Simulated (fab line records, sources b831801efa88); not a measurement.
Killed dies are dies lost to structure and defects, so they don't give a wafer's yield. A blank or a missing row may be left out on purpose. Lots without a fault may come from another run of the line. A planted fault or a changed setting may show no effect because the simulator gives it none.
A struck lot beside a sound one | flow sky130 | 22 steps out of a route of 708
Sound: wafers L124.2, L124.3, L124.5. Struck: wafers L133.1, L133.3, L133.4. The cause comes at the end.
At each step with rows: each side's tool, then ch and its chambers, then its first start. Under that, the readings that differ: sound wafers | struck wafers | difference of the means | sigmas: that difference in standard deviations of wafers without a fault.
alike: readings whose means differ by less than 2 such deviations, and words and numbers that are the same on both sides. not compared: withheld readings, readings that some wafer has no value for, bounds like >300 that may hide the same value, and numbers for which the record gives no deviation and whose values overlap.
The two part at a step that has a row with sigmas, a row that says differs or no value, or rows on one side only. Numbers that don't overlap but have no deviation are shown without sigmas and don't part them. A reading that every wafer of one side lacks parts them only if that side has two wafers or more.

first, 6 steps without rows for these wafers: SKY_LDD_N_IMPLANT_10; SKY_LDD_N_IMPLANT_11; SKY_LDD_N_IMPLANT_12; SKY_LDD_N_IMPLANT_13; SKY_LDD_N_IMPLANT_14; SKY_LDD_N_IMPLANT_15.
SKY_LDD_N_STRIP_16: strips in O2/N2.
  sound on plasma_asher-03 ch 1, day 17 09:11; struck on plasma_asher-02 ch 0,1, day 21 01:01
  alike: drypump_motor_current_A, oes_product_au, strip_time_to_endpoint_s
  not compared: rf_hours_counter_h
SKY_LDD_N_TW_MEAS_17:
  sound on film_metro-03, day 17 09:18; struck on film_metro-01, day 21 01:07
  alike: LDD_N_TW
then, 4 steps without rows for these wafers: SKY_LDD_P_DEHYDRATE_00 (time 60 s); SKY_LDD_P_HMDS_01 (prime time 60 s); SKY_LDD_P_COAT_02 (resist thk 1155 nm); SKY_LDD_P_SOFTBAKE_03 (time 60 s).
SKY_LDD_P_EXPOSE_04: exposes mask PSDM, target cd 380 nm.
  sound on iline_stepper-01 ch 0, day 17 23:44; struck on iline_stepper-02 ch 0, day 21 16:00
  reading | sound                | struck            | difference | sigmas
  mask    | PSDM#0 PSDM#0 PSDM#0 | NTM#0 NTM#0 NTM#0 | differs    |
  alike: stage_vel_mm_s
then, 2 steps without rows for these wafers: SKY_LDD_P_PEB_05; SKY_LDD_P_DEVELOP_06 (develop time 60 s).
SKY_LDD_P_CD_MEAS_07: target cd 380 nm.
  sound on cd_sem-02, day 18 14:46; struck on cd_sem-02, day 22 07:36
  reading    | sound             | struck | difference                    | sigmas
  cd_nm (nm) | 380.9 381.5 380.5 | - - -  | no value on the struck wafers |
SKY_LDD_P_OVL_MEAS_08:
  sound on overlay-01, day 18 14:53; struck on overlay-02, day 22 07:43
  reading        | sound        | struck | difference                    | sigmas
  LDD_P_OVL (nm) | 0.5 0.6 -3.0 | - - -  | no value on the struck wafers |
then, 1 step without rows for these wafers: SKY_LDD_P_IMPLANT_09.
SKY_LDD_P_STRIP_10: strips in O2/N2.
  sound on plasma_asher-03 ch 1, day 18 15:04; struck on plasma_asher-01 ch 0,1, day 22 07:55
  reading                      | sound             | struck            | difference | sigmas
  strip_time_to_endpoint_s (s) | 14.26 14.28 14.26 | 14.43 14.41 14.39 | +0.14      | +4
  alike: drypump_motor_current_A, oes_product_au
  not compared: rf_hours_counter_h
SKY_LDD_P_TW_MEAS_11:
  sound on film_metro-03, day 18 15:10; struck on film_metro-03, day 22 08:01
  reading  | sound       | struck   | difference | sigmas
  LDD_P_TW | 636 637 636 | 30 30 30 | -606       | -99 or more
then, 1 step without rows for these wafers: SKY_LDD_HVN_DEHYDRATE_00 (time 60 s).
-- the record jumps here: 26 days lie between the struck wafers' starts before and after (it left off in module LDD_HVN and takes up again in module PAD_OPEN, whose first step shown is number 708 of the route) --
SKY_PAD_OPEN_PROBE_99:
  sound on prober-01, day 45 10:43; struck on prober-02, day 48 01:05
  reading             | sound      | struck      | difference | sigmas
  killed_at_front_end | 21 28 17   | 429 427 413 | +401       | +82
  killed_dies         | 103 103 96 | 492 492 492 | +391       | +36
  killed_on_rim       | 15 21 19   | 96 96 96    | +78        | +23
  alike: killed_at_M0_to_M3, killed_at_M4_up, killed_at_contacts, killed_at_other, killed_open, killed_short

WHERE THEY PART
First at SKY_LDD_P_EXPOSE_04; last, within this record, at SKY_PAD_OPEN_PROBE_99.

WHY: what the simulator had put in
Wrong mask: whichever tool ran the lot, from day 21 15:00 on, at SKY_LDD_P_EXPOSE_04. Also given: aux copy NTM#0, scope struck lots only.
